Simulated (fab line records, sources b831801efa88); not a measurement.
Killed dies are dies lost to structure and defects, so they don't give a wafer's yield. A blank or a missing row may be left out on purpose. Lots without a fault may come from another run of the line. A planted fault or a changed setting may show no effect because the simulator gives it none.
Which tool did it? | flow sky130 | 6 lots, 18 wafers sampled, at 2 steps of a route of 708

WHAT THE GAUGES READ, wafer by wafer
SKY_VIA4_OVL_MEAS_11.
lot  | measured     | on         | VIA4_OVL (nm)
L782 | day 42 16:22 | overlay-01 | -1.6 0.1 -0.2
L786 | day 44 11:37 | overlay-02 | -0.3 -1.4 0.5
L794 | day 47 15:43 | overlay-02 | -3.7 -2.2 -2.0
L793 | day 47 19:04 | overlay-01 | 0.6 0.0 0.5
L799 | day 47 21:04 | overlay-01 | -1.3 -0.7 -0.8
L802 | day 48 23:49 | overlay-01 | -2.0 -0.2 -1.7

WHICH TOOL RAN EACH LOT (tool, then ch and the chambers of the sampled wafers, then the start)
lot  | SKY_METAL3_CLEAN_21
L782 | wet_bench-01 ch 2, day 38 09:17
L786 | wet_bench-03 ch 3, day 40 08:43
L794 | wet_bench-01 ch 0, day 44 00:23
L793 | wet_bench-04 ch 0, day 44 03:59
L799 | wet_bench-03 ch 2, day 44 06:02
L802 | wet_bench-03 ch 3, day 45 13:02
- SKY_METAL3_CLEAN_21: cleans in IPA, time 180 s.

THE ANSWER, worked out from the rows above alone
Rule: what is usual is taken from the lots themselves. Put in order of their means at a reading, lots are off if they are a third of the lots or fewer, leave a main group of 4 or more, and stand apart from it by a gap of 3 or more times the standard deviation of the main group's means; of several such gaps the widest counts. A main group whose means are all the same, to the digits that the tables above print for the reading, isn't used. A lot without any number at a reading at which 4 lots or more have one is off too. The other lots that the step has rows for count as sound.
No lot is off at any reading shown: from this, nothing can be told.

WHAT THE SIMULATOR HAD PUT IN
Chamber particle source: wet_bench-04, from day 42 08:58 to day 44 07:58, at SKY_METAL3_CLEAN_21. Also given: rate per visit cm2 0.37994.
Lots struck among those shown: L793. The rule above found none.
